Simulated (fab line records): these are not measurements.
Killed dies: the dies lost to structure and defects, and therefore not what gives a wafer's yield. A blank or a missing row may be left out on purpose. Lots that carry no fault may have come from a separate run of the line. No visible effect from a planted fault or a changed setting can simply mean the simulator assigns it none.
fab line records	flow gf180mcu
record lots=24	wafers=72	last_day=34
route steps=602 shown V2@400 V3@434 M4@472
lots that met no fault: from a run of the same line without faults
start_h: the number of hours between the record's first day and the start of the first shown wafer of the lot	wait_h: hours from the lot's prior step to this one	" the same as in the row above	L1.1+2: several wafers, shown together as one row	- value missing, or start not given	* or withheld: withheld	< > ~ a bound
route shown NAME@n: a module of which the file shows steps, and the number in the route of the first	usual: mean/standard deviation of fault-free wafers	same: alike in all rows	chamber/n: place in a boat	sites: per-site readings	_std_site: standard deviation across them	_edge_site: inner sites' mean taken away from outer sites' mean	radius_mm: for every site, how far away it sits from the centre of the wafer	mask NAME#n: copy n	behind: tool/chamber where the wafer was last shaped	hold: the reason the lot was held/the length of the hold in hours/how it ended	device: the transistor (n, p or np) that didn't switch	end of line: tests of these same wafers at the route's end	for a step that has no rows: nothing shown but its recipe	killed: the dies lost at the first sort to structure and to defects; this is not the yield of the wafer	map: dies across one wafer; x = killed, . = not, _ = none there
set.NAME: the setting the step ran with; set.NAME@STEP: the setting that earlier step ran with	model.NAME: the simulator's own value behind a step, which no gauge read
steps of the route over a sample of lots; a table a step, a row a wafer
services: the hour from which a tool's chamber was out of use, counted from the record's first day as start_h (under 0 if before that day), plus the number of hours and why
## steps
# step GF_V2_STRIP_18
# recipe chemistry=O2/N2	power_w=1400	pressure_mtorr=1500	platen_temp_c=250	o2_flow_sccm=3000	n2_flow_sccm=300	overash_fraction=0.5
# usual drypump_motor_current_A=5.6/0.49	heater_power_w=314/24	oes_product_au=0.593/0.0051
lot.wafer	tool	chamber	start_h	wait_h	drypump_motor_current_A	heater_power_w	oes_product_au	rf_hours_counter_h
L074.1	plasma_asher-02	1	462.94	-	5.9	316	0.591	84
L074.3	"	1	"	"	5.9	320	0.598	-
L074.5	"	0	"	"	6.0	329	0.592	-
L075.1	plasma_asher-03	0	470.18	-	5.4	305	0.587	67
L075.2	"	1	"	"	6.7	355	0.601	67
L075.3	"	1	"	"	6.7	357	0.598	-
L076.1	plasma_asher-04	1	482.44	-	5.1	280	0.597	6
L076.2	"	0	"	"	5.4	312	0.596	6
L076.3	"	0	"	"	5.4	304	0.593	-
L077.4	plasma_asher-04	1	492.64	-	5.1	288	0.589	-
L077.5	"	0	"	"	5.4	297	0.592	-
L077.6	"	1	"	"	5.1	292	0.590	-
L078.1	plasma_asher-04	1	499.89	-	5.1	291	0.590	7
L078.2	"	0	"	"	5.4	303	0.593	7
L078.5	"	0	"	"	5.4	306	0.592	-
L079.2	plasma_asher-02	0	511.13	-	5.9	326	0.593	90
L079.3	"	1	"	"	5.9	320	0.600	-
L079.5	"	0	"	"	6.0	344	0.584	-
L080.1	plasma_asher-04	1	520.00	-	5.1	288	0.591	10
L080.3	"	0	"	"	5.4	306	0.596	-
L080.5	"	1	"	"	5.1	280	0.596	-
L081.1	plasma_asher-02	0	525.03	-	6.0	332	0.591	91
L081.2	"	1	"	"	5.9	314	0.587	91
L081.4	"	0	"	"	6.0	336	0.590	-
L082.1	plasma_asher-04	1	537.03	-	5.1	288	0.589	11
L082.4	"	1	"	"	5.1	283	0.592	-
L082.5	"	0	"	"	5.4	309	0.590	-
L083.1	plasma_asher-03	1	540.28	-	6.7	369	0.593	74
L083.2	"	0	"	"	5.4	303	0.600	74
L083.5	"	0	"	"	5.5	306	0.597	-
L084.2	plasma_asher-03	1	553.85	-	6.6	360	0.590	76
L084.5	"	1	"	"	6.6	363	0.592	-
L084.6	"	0	"	"	5.4	305	0.603	-
L085.3	plasma_asher-02	1	555.57	-	5.9	318	0.593	-
L085.4	"	0	"	"	5.9	337	0.587	-
L085.5	"	0	"	"	5.9	345	0.589	-
L086.4	plasma_asher-04	1	576.69	-	5.1	285	0.595	-
L086.5	"	0	"	"	5.4	305	0.591	-
L086.6	"	1	"	"	5.1	285	0.606	-
L087.2	plasma_asher-03	1	577.93	-	6.6	375	0.602	79
L087.3	"	1	"	"	6.7	368	0.591	-
L087.4	"	0	"	"	5.4	311	0.586	-
L088.1	plasma_asher-04	1	582.99	-	5.1	292	0.584	16
L088.4	"	1	"	"	5.1	290	0.585	-
L088.5	"	1	"	"	5.1	287	0.582	-
L089.1	plasma_asher-04	1	597.74	-	5.1	290	0.600	18
L089.4	"	1	"	"	5.1	294	0.593	-
L089.5	"	1	"	"	5.1	292	0.594	-
L090.2	plasma_asher-02	0	600.13	-	6.0	339	0.582	98
L090.4	"	0	"	"	6.0	344	0.604	-
L090.6	"	1	"	"	5.9	318	0.595	-
L091.1	plasma_asher-03	0	607.25	-	5.5	305	0.599	82
L091.5	"	1	"	"	6.7	373	0.598	-
L091.6	"	0	"	"	5.5	300	0.595	-
L092.3	plasma_asher-04	0	616.99	-	5.4	310	0.597	-
L092.4	"	1	"	"	5.1	290	0.596	-
L092.5	"	0	"	"	5.4	298	0.592	-
L093.2	plasma_asher-03	0	628.05	-	5.5	303	0.592	83
L093.4	"	0	"	"	5.4	297	0.595	-
L093.6	"	0	"	"	5.4	304	0.597	-
L094.1	plasma_asher-04	1	629.78	-	5.1	287	0.598	22
L094.3	"	0	"	"	5.4	313	0.593	-
L094.4	"	1	"	"	5.1	288	0.596	-
L096.2	plasma_asher-04	0	643.40	-	5.4	310	0.586	23
L096.3	"	0	"	"	5.4	301	0.589	-
L096.5	"	1	"	"	5.1	284	0.591	-
L095.1	plasma_asher-02	0	646.20	-	6.0	339	0.590	103
L095.5	"	1	"	"	5.8	325	0.591	-
L095.6	"	0	"	"	5.9	333	0.583	-
L097.1	plasma_asher-04	0	646.65	-	5.4	304	0.590	24
L097.3	"	1	"	"	5.1	289	0.597	-
L097.5	"	1	"	"	5.1	290	0.594	-
# step GF_V2_THK_MEAS_25
# recipe thk_meas_gauge=xrf	reads=W_of_V2_CVD_23
# usual V2_W_THK=340/6.2
lot.wafer	tool	chamber	start_h	wait_h	V2_W_THK[nm]
L074.1	film_metro-02	-	463.81	0.1	341
L074.3	"	-	"	"	343
L074.5	"	-	"	"	344
L075.1	film_metro-02	-	471.08	0.1	350
L075.2	"	-	"	"	328
L075.3	"	-	"	"	351
L076.1	film_metro-02	-	483.47	0.1	338
L076.2	"	-	"	"	338
L076.3	"	-	"	"	339
L077.4	film_metro-01	-	493.51	0.1	334
L077.5	"	-	"	"	337
L077.6	"	-	"	"	339
L078.1	film_metro-01	-	502.27	0.1	335
L078.2	"	-	"	"	335
L078.5	"	-	"	"	334
L079.2	film_metro-01	-	512.00	0.1	338
L079.3	"	-	"	"	340
L079.5	"	-	"	"	338
L080.1	film_metro-04	-	520.89	0.1	346
L080.3	"	-	"	"	342
L080.5	"	-	"	"	343
L081.1	film_metro-01	-	525.89	0.1	334
L081.2	"	-	"	"	333
L081.4	"	-	"	"	333
L082.1	film_metro-04	-	537.89	0.1	352
L082.4	"	-	"	"	352
L082.5	"	-	"	"	353
L083.1	film_metro-01	-	541.14	0.1	339
L083.2	"	-	"	"	340
L083.5	"	-	"	"	339
L084.2	film_metro-04	-	554.74	0.1	344
L084.5	"	-	"	"	342
L084.6	"	-	"	"	346
L085.3	film_metro-01	-	556.43	0.1	335
L085.4	"	-	"	"	347
L085.5	"	-	"	"	349
L086.4	film_metro-01	-	577.66	0.1	332
L086.5	"	-	"	"	344
L086.6	"	-	"	"	335
L087.2	film_metro-01	-	579.22	0.1	335
L087.3	"	-	"	"	335
L087.4	"	-	"	"	335
L088.1	film_metro-01	-	583.89	0.1	333
L088.4	"	-	"	"	338
L088.5	"	-	"	"	337
L089.1	film_metro-04	-	598.60	0.1	345
L089.4	"	-	"	"	337
L089.5	"	-	"	"	337
L090.2	film_metro-02	-	601.00	0.1	349
L090.4	"	-	"	"	351
L090.6	"	-	"	"	346
L091.1	film_metro-02	-	608.12	0.1	348
L091.5	"	-	"	"	344
L091.6	"	-	"	"	341
L092.3	film_metro-04	-	617.84	0.1	337
L092.4	"	-	"	"	351
L092.5	"	-	"	"	337
L093.2	film_metro-01	-	628.94	0.1	329
L093.4	"	-	"	"	342
L093.6	"	-	"	"	342
L094.1	film_metro-01	-	630.67	0.1	342
L094.3	"	-	"	"	325
L094.4	"	-	"	"	343
L096.2	film_metro-02	-	644.28	0.1	337
L096.3	"	-	"	"	346
L096.5	"	-	"	"	346
L095.1	film_metro-04	-	647.08	0.1	343
L095.5	"	-	"	"	344
L095.6	"	-	"	"	330
L097.1	film_metro-04	-	647.51	0.1	337
L097.3	"	-	"	"	330
L097.5	"	-	"	"	326
# step GF_V3_BOW_MEAS_05
# recipe mode=bow
# usual V3_BOW=115/8.7
lot.wafer	tool	chamber	start_h	wait_h	V3_BOW[um]
L074.1	film_metro-03	-	489.95	0.2	115
L074.3	"	-	"	"	111
L074.5	"	-	"	"	109
L075.1	film_metro-03	-	497.00	0.1	117
L075.2	"	-	"	"	111
L075.3	"	-	"	"	123
L076.1	film_metro-02	-	509.27	0.2	116
L076.2	"	-	"	"	114
L076.3	"	-	"	"	112
L077.4	film_metro-03	-	519.48	0.2	113
L077.5	"	-	"	"	112
L077.6	"	-	"	"	124
L078.1	film_metro-01	-	527.19	0.1	118
L078.2	"	-	"	"	120
L078.5	"	-	"	"	133
L079.2	film_metro-03	-	537.37	0.2	101
L079.3	"	-	"	"	113
L079.5	"	-	"	"	109
L080.1	film_metro-03	-	545.66	0.1	112
L080.3	"	-	"	"	124
L080.5	"	-	"	"	122
L081.1	film_metro-01	-	550.28	0.2	109
L081.2	"	-	"	"	108
L081.4	"	-	"	"	102
L082.1	film_metro-03	-	562.18	0.2	120
L082.4	"	-	"	"	125
L082.5	"	-	"	"	115
L083.1	film_metro-02	-	564.81	0.1	114
L083.2	"	-	"	"	104
L083.5	"	-	"	"	121
L084.2	film_metro-01	-	578.31	0.2	115
L084.5	"	-	"	"	115
L084.6	"	-	"	"	111
L085.3	film_metro-01	-	580.27	0.2	101
L085.4	"	-	"	"	114
L085.5	"	-	"	"	117
L086.4	film_metro-01	-	600.72	0.2	118
L086.5	"	-	"	"	121
L086.6	"	-	"	"	130
L087.2	film_metro-02	-	601.99	0.2	130
L087.3	"	-	"	"	106
L087.4	"	-	"	"	122
L088.1	film_metro-02	-	606.75	0.2	126
L088.4	"	-	"	"	117
L088.5	"	-	"	"	123
L089.1	film_metro-01	-	621.76	0.1	124
L089.4	"	-	"	"	132
L089.5	"	-	"	"	122
L090.2	film_metro-02	-	623.45	0.3	123
L090.4	"	-	"	"	112
L090.6	"	-	"	"	120
L091.1	film_metro-02	-	630.41	0.2	108
L091.5	"	-	"	"	104
L091.6	"	-	"	"	104
L092.3	film_metro-01	-	639.92	0.3	101
L092.4	"	-	"	"	117
L092.5	"	-	"	"	113
L093.2	film_metro-03	-	650.91	0.2	108
L093.4	"	-	"	"	111
L093.6	"	-	"	"	105
L094.1	film_metro-01	-	652.79	0.1	126
L094.3	"	-	"	"	124
L094.4	"	-	"	"	120
L096.2	film_metro-01	-	666.35	0.2	112
L096.3	"	-	"	"	112
L096.5	"	-	"	"	107
L095.1	film_metro-02	-	667.86	0.1	111
L095.5	"	-	"	"	112
L095.6	"	-	"	"	122
L097.1	film_metro-02	-	668.76	0.1	112
L097.3	"	-	"	"	104
L097.5	"	-	"	"	115
# step GF_V3_CD_MEAS_14
# recipe target_cd_nm=260
# usual cd_nm=260.3/1.3
lot.wafer	tool	chamber	start_h	wait_h	cd_nm
L074.1	cd_sem-01	-	513.12	0.1	260.4
L074.3	"	-	"	"	260.3
L074.5	"	-	"	"	259.4
L075.1	cd_sem-01	-	519.63	0.1	261.1
L075.2	"	-	"	"	261.4
L075.3	"	-	"	"	261.3
L076.1	cd_sem-01	-	531.88	0.1	262.2
L076.2	"	-	"	"	261.7
L076.3	"	-	"	"	262.2
L077.4	cd_sem-01	-	543.00	0.1	260.0
L077.5	"	-	"	"	258.6
L077.6	"	-	"	"	258.8
L078.1	cd_sem-01	-	550.17	0.1	259.6
L078.2	"	-	"	"	258.8
L078.5	"	-	"	"	258.9
L079.2	cd_sem-02	-	559.54	0.1	261.1
L079.3	"	-	"	"	261.9
L079.5	"	-	"	"	261.1
L080.1	cd_sem-01	-	567.84	0.1	261.7
L080.3	"	-	"	"	262.1
L080.5	"	-	"	"	260.5
L081.1	cd_sem-02	-	571.88	0.1	258.4
L081.2	"	-	"	"	258.2
L081.4	"	-	"	"	258.6
L082.1	cd_sem-01	-	584.58	0.1	259.4
L082.4	"	-	"	"	261.1
L082.5	"	-	"	"	260.6
L083.1	cd_sem-01	-	585.84	0.1	260.0
L083.2	"	-	"	"	262.1
L083.5	"	-	"	"	261.0
L084.2	cd_sem-01	-	599.21	0.1	259.9
L084.5	"	-	"	"	260.1
L084.6	"	-	"	"	259.8
L085.3	cd_sem-02	-	601.57	0.1	261.4
L085.4	"	-	"	"	260.7
L085.5	"	-	"	"	261.3
L086.4	cd_sem-01	-	620.78	0.1	263.1
L086.5	"	-	"	"	262.2
L086.6	"	-	"	"	262.4
L087.2	cd_sem-01	-	622.34	0.1	261.4
L087.3	"	-	"	"	260.5
L087.4	"	-	"	"	260.1
L088.1	cd_sem-01	-	627.12	0.1	259.9
L088.4	"	-	"	"	261.3
L088.5	"	-	"	"	260.7
L089.1	cd_sem-02	-	640.95	0.1	260.5
L089.4	"	-	"	"	260.6
L089.5	"	-	"	"	261.4
L090.2	cd_sem-02	-	643.85	0.1	260.1
L090.4	"	-	"	"	262.0
L090.6	"	-	"	"	261.7
L091.1	cd_sem-02	-	650.43	0.1	258.8
L091.5	"	-	"	"	258.4
L091.6	"	-	"	"	257.7
L092.3	cd_sem-02	-	659.70	0.3	257.8
L092.4	"	-	"	"	257.4
L092.5	"	-	"	"	259.4
L093.2	cd_sem-02	-	669.39	0.2	259.8
L093.4	"	-	"	"	259.8
L093.6	"	-	"	"	259.6
L094.1	cd_sem-01	-	671.72	0.1	259.5
L094.3	"	-	"	"	259.4
L094.4	"	-	"	"	260.2
L096.2	cd_sem-01	-	685.24	0.1	259.3
L096.3	"	-	"	"	259.4
L096.5	"	-	"	"	260.5
L095.1	cd_sem-02	-	686.99	0.1	260.1
L095.5	"	-	"	"	259.9
L095.6	"	-	"	"	258.7
L097.1	cd_sem-02	-	687.99	0.1	261.3
L097.3	"	-	"	"	260.9
L097.5	"	-	"	"	262.1
# step GF_M4_METAL_ETCH_16
# recipe chemistry=Cl2/BCl3	mask_material=KrF	target_depth_nm=750.8	stop_on=SiO2	pressure_mtorr=8	icp_w=800	bias_w=140	Cl2_flow_sccm=80	bcl3_flow_sccm=40	time_s=125.1
# usual drypump_motor_current_A=6.0/0.48	he_backside_leak_sccm=3.3/0.34	oes_product_au=0.990/0.0062	throttle_valve_pct=28.230/0.01
lot.wafer	tool	chamber	start_h	wait_h	drypump_motor_current_A	he_backside_leak_sccm	oes_product_au	rf_hours_counter_h	throttle_valve_pct
L074.1	rie_metal-03	1	537.48	0.0	6.2	3.2	0.988	13	28.230
L074.3	"	1	"	"	6.2	3.2	0.999	-	28.224
L074.5	"	1	"	"	6.2	3.5	1.004	-	28.212
L075.1	rie_metal-01	1	544.23	0.0	5.0	6.7	0.990	10	28.228
L075.2	"	0	"	"	5.3	3.0	0.998	8	28.225
L075.3	"	0	"	"	5.4	3.0	0.987	-	28.243
L076.1	rie_metal-02	1	555.93	0.0	6.4	3.5	0.984	2	28.234
L076.2	"	0	"	"	6.3	3.1	0.980	0	28.253
L076.3	"	1	"	"	6.4	3.5	0.985	-	28.230
L077.4	rie_metal-01	0	567.17	0.1	5.3	3.1	0.983	-	28.234
L077.5	"	1	"	"	5.0	3.5	0.986	-	28.229
L077.6	"	0	"	"	5.3	2.9	0.986	-	28.237
L078.1	rie_metal-02	0	574.12	0.0	6.3	3.1	0.988	1	28.235
L078.2	"	1	"	"	6.3	3.4	1.003	3	28.242
L078.5	"	1	"	"	6.3	3.3	0.995	-	28.245
L079.2	rie_metal-01	0	583.21	0.0	5.3	3.1	0.992	9	28.239
L079.3	"	1	"	"	5.0	3.5	0.993	-	28.213
L079.5	"	0	"	"	5.3	3.0	0.991	-	28.236
L080.1	rie_metal-03	0	591.55	0.0	6.1	3.3	0.991	12	28.230
L080.3	"	0	"	"	6.2	3.3	0.990	-	28.223
L080.5	"	0	"	"	6.2	3.3	0.999	-	28.231
L081.1	rie_metal-01	0	595.41	0.0	5.3	2.9	0.986	9	28.224
L081.2	"	1	"	"	5.0	3.5	0.988	11	28.235
L081.4	"	0	"	"	5.3	2.9	0.991	-	28.227
L082.1	rie_metal-03	1	607.98	0.0	6.2	3.3	0.990	0	28.225
L082.4	"	0	"	"	6.1	3.2	0.990	-	28.227
L082.5	"	0	"	"	6.1	3.2	0.993	-	28.236
L083.1	rie_metal-02	1	609.58	0.0	6.4	3.6	0.990	4	28.234
L083.2	"	0	"	"	6.3	3.3	0.986	2	28.217
L083.5	"	0	"	"	6.3	3.3	0.983	-	28.242
L084.2	rie_metal-03	1	621.23	0.0	6.2	3.4	1.000	1	28.214
L084.5	"	1	"	"	6.2	3.4	1.000	-	28.227
L084.6	"	0	"	"	6.1	3.2	0.996	-	28.209
L085.3	rie_metal-01	1	624.25	0.1	5.0	3.5	0.984	-	28.233
L085.4	"	0	"	"	5.3	3.0	0.980	-	28.247
L085.5	"	1	"	"	5.0	3.5	0.990	-	28.235
L086.4	rie_metal-02	0	642.74	0.1	6.3	3.1	0.983	-	28.244
L086.5	"	1	"	"	6.4	3.5	0.988	-	28.233
L086.6	"	0	"	"	6.3	3.0	0.978	-	28.242
L087.2	rie_metal-01	0	644.33	0.0	5.4	3.0	0.987	11	28.217
L087.3	"	0	"	"	5.4	3.1	0.992	-	28.227
L087.4	"	1	"	"	5.0	3.2	0.989	-	28.216
L088.1	rie_metal-02	1	648.92	0.0	6.4	3.5	0.978	5	28.226
L088.4	"	1	"	"	6.4	3.6	0.983	-	28.237
L088.5	"	0	"	"	6.3	3.1	0.994	-	28.213
L089.1	rie_metal-02	1	662.67	0.0	6.4	3.6	0.995	6	28.227
L089.4	"	1	"	"	6.4	3.6	0.997	-	28.231
L089.5	"	0	"	"	6.3	3.2	0.983	-	28.253
L090.2	rie_metal-02	1	665.95	0.0	6.4	3.5	0.996	6	28.233
L090.4	"	0	"	"	6.3	3.1	0.985	-	28.240
L090.6	"	1	"	"	6.4	3.4	0.991	-	28.235
L091.1	rie_metal-03	1	671.53	0.0	6.2	3.4	0.993	4	28.211
L091.5	"	1	"	"	6.2	3.2	0.993	-	28.241
L091.6	"	1	"	"	6.2	3.3	0.998	-	28.228
L092.3	rie_metal-02	0	680.44	0.1	6.2	3.3	0.988	-	28.214
L092.4	"	1	"	"	6.3	3.4	0.984	-	28.236
L092.5	"	0	"	"	6.3	3.5	0.992	-	28.221
L093.2	rie_metal-03	0	690.05	0.0	6.1	3.1	0.987	14	28.230
L093.4	"	0	"	"	6.2	3.2	0.986	-	28.233
L093.6	"	1	"	"	6.2	3.2	0.997	-	28.224
L094.1	rie_metal-02	0	692.80	0.0	6.3	3.1	0.983	5	28.227
L094.3	"	1	"	"	6.3	3.5	0.979	-	28.216
L094.4	"	0	"	"	6.3	3.3	0.982	-	28.231
L096.2	rie_metal-02	0	705.23	0.0	6.3	3.0	0.997	5	28.226
L096.3	"	0	"	"	6.3	3.1	0.990	-	28.231
L096.5	"	1	"	"	6.4	3.5	0.983	-	28.231
L095.1	rie_metal-03	0	706.90	0.0	6.1	3.1	0.996	15	28.228
L095.5	"	1	"	"	6.2	3.3	0.998	-	28.223
L095.6	"	0	"	"	6.2	3.1	0.990	-	28.229
L097.1	rie_metal-02	1	707.85	0.0	6.4	3.4	1.003	8	28.242
L097.3	"	1	"	"	6.3	3.3	0.989	-	28.224
L097.5	"	1	"	"	6.3	3.4	0.986	-	28.234
# step GF_M4_STRIP_17
# recipe chemistry=O2/N2	power_w=1400	pressure_mtorr=1500	platen_temp_c=250	o2_flow_sccm=3000	n2_flow_sccm=300	overash_fraction=0.5
# usual drypump_motor_current_A=5.61/0.29	heater_power_w=319/18	oes_product_au=0.537/0.0047	strip_time_to_endpoint_s=7.38/0.04
lot.wafer	tool	chamber	start_h	wait_h	drypump_motor_current_A	heater_power_w	oes_product_au	rf_hours_counter_h	strip_time_to_endpoint_s
L074.1	plasma_asher-02	0	537.61	0.1	5.93	351	0.536	92	7.32
L074.3	"	1	"	"	5.91	321	0.533	-	7.32
L074.5	"	1	"	"	5.87	321	0.535	-	7.33
L075.1	plasma_asher-02	1	544.36	0.1	5.90	320	0.536	93	7.40
L075.2	"	0	"	"	5.94	334	0.540	93	7.33
L075.3	"	1	"	"	5.88	315	0.536	-	7.40
L076.1	plasma_asher-04	1	556.06	0.1	5.08	288	0.536	13	7.39
L076.2	"	0	"	"	5.38	310	0.543	13	7.43
L076.3	"	1	"	"	5.11	288	0.540	-	7.44
L077.4	plasma_asher-04	1	567.29	0.1	5.07	286	0.540	-	7.38
L077.5	"	1	"	"	5.08	286	0.540	-	7.39
L077.6	"	0	"	"	5.36	312	0.539	-	7.40
L078.1	plasma_asher-01	1	574.25	0.1	5.61	326	0.540	49	7.38
L078.2	"	0	"	"	5.54	319	0.530	49	7.31
L078.5	"	1	"	"	5.60	330	0.538	-	7.34
L079.2	plasma_asher-01	0	583.34	0.1	5.54	323	0.537	50	7.42
L079.3	"	1	"	"	5.60	328	0.540	-	7.42
L079.5	"	1	"	"	5.61	334	0.535	-	7.42
L080.1	plasma_asher-04	1	591.81	0.2	5.12	290	0.541	17	7.31
L080.3	"	0	"	"	5.43	311	0.533	-	7.30
L080.5	"	1	"	"	5.10	288	0.536	-	7.34
L081.1	plasma_asher-02	1	595.54	0.1	5.88	319	0.541	98	7.42
L081.2	"	0	"	"	5.95	349	0.537	98	7.42
L081.4	"	1	"	"	5.88	329	0.538	-	7.35
L082.1	plasma_asher-01	1	608.11	0.1	5.64	324	0.533	53	7.29
L082.4	"	0	"	"	5.55	320	0.526	-	7.35
L082.5	"	1	"	"	5.63	327	0.533	-	7.34
L083.1	plasma_asher-01	1	609.71	0.1	5.59	333	0.532	53	7.39
L083.2	"	0	"	"	5.56	326	0.540	53	7.38
L083.5	"	1	"	"	5.62	329	0.535	-	7.36
L084.2	plasma_asher-02	0	621.36	0.1	5.97	340	0.534	100	7.33
L084.5	"	0	"	"	5.96	340	0.529	-	7.33
L084.6	"	1	"	"	5.89	319	0.534	-	7.38
L085.3	plasma_asher-02	0	624.37	0.1	5.99	343	0.542	-	7.40
L085.4	"	1	"	"	5.89	313	0.541	-	7.40
L085.5	"	1	"	"	5.87	322	0.547	-	7.39
L086.4	plasma_asher-04	1	642.86	0.1	5.11	281	0.544	-	7.47
L086.5	"	1	"	"	5.08	283	0.535	-	7.42
L086.6	"	0	"	"	5.42	299	0.542	-	7.48
L087.2	plasma_asher-01	1	644.46	0.1	5.62	334	0.535	57	7.31
L087.3	"	1	"	"	5.65	328	0.539	-	7.36
L087.4	"	0	"	"	5.55	319	0.541	-	7.33
L088.1	plasma_asher-04	1	649.09	0.1	5.07	282	0.539	24	7.43
L088.4	"	1	"	"	5.12	281	0.544	-	7.45
L088.5	"	1	"	"	5.07	288	0.532	-	7.43
L089.1	plasma_asher-02	0	662.80	0.1	5.91	347	0.537	105	7.35
L089.4	"	0	"	"	5.94	341	0.542	-	7.37
L089.5	"	0	"	"	5.95	332	0.541	-	7.40
L090.2	plasma_asher-01	1	666.08	0.1	5.61	332	0.539	59	7.39
L090.4	"	0	"	"	5.55	326	0.542	-	7.42
L090.6	"	0	"	"	5.54	321	0.540	-	7.38
L091.1	plasma_asher-01	0	671.79	0.2	5.52	315	0.540	59	7.34
L091.5	"	0	"	"	5.54	321	0.530	-	7.34
L091.6	"	1	"	"	5.61	322	0.534	-	7.30
L092.3	plasma_asher-02	1	680.56	0.1	5.85	319	0.538	-	7.37
L092.4	"	0	"	"	5.96	339	0.540	-	7.37
L092.5	"	0	"	"	5.99	343	0.530	-	7.35
L093.2	plasma_asher-02	0	690.18	0.1	5.96	353	0.540	108	7.39
L093.4	"	1	"	"	5.94	320	0.531	-	7.38
L093.6	"	1	"	"	5.93	316	0.544	-	7.31
L094.1	plasma_asher-02	0	692.93	0.1	5.97	347	0.533	108	7.41
L094.3	"	1	"	"	5.91	325	0.544	-	7.41
L094.4	"	0	"	"	5.97	337	0.542	-	7.41
L096.2	plasma_asher-01	1	705.36	0.1	5.60	329	0.543	62	7.40
L096.3	"	0	"	"	5.54	318	0.536	-	7.37
L096.5	"	0	"	"	5.54	321	0.533	-	7.40
L095.1	plasma_asher-04	1	707.03	0.1	5.08	281	0.529	30	7.39
L095.5	"	1	"	"	5.09	294	0.536	-	7.30
L095.6	"	0	"	"	5.39	308	0.538	-	7.43
L097.1	plasma_asher-04	0	707.98	0.1	5.39	307	0.542	30	7.39
L097.3	"	0	"	"	5.40	309	0.536	-	7.37
L097.5	"	0	"	"	5.37	302	0.549	-	7.36
## services
tool	chamber	start_h	hours	kind
rie_metal-02	1	442.61	-	clean
rie_metal-02	1	442.61	30.7	scheduled_down
rie_metal-02	1	442.61	30.7	vent_cycle
plasma_asher-02	-	507.87	0.4	repair
rie_metal-03	-	512.56	1.0	repair
rie_metal-02	0	528.09	-	clean
rie_metal-02	0	528.09	15.5	scheduled_down
rie_metal-02	0	528.09	15.5	vent_cycle
plasma_asher-02	-	561.68	1.5	repair
plasma_asher-02	-	561.79	3.4	repair
rie_metal-03	1	572.61	-	clean
rie_metal-03	1	572.61	27.9	scheduled_down
rie_metal-03	1	572.61	27.9	vent_cycle
plasma_asher-03	-	615.71	10.0	repair
plasma_asher-01	-	629.21	0.7	repair
rie_metal-03	0	638.13	48.1	repair
plasma_asher-02	-	644.12	1.4	repair
rie_metal-01	1	649.49	-	clean
rie_metal-01	1	649.49	21.0	scheduled_down
rie_metal-01	1	649.49	21.0	vent_cycle
rie_metal-01	-	662.63	14.6	pm
rie_metal-01	-	692.30	2.8	pm
rie_metal-01	0	697.45	4.2	repair
## key
fault none
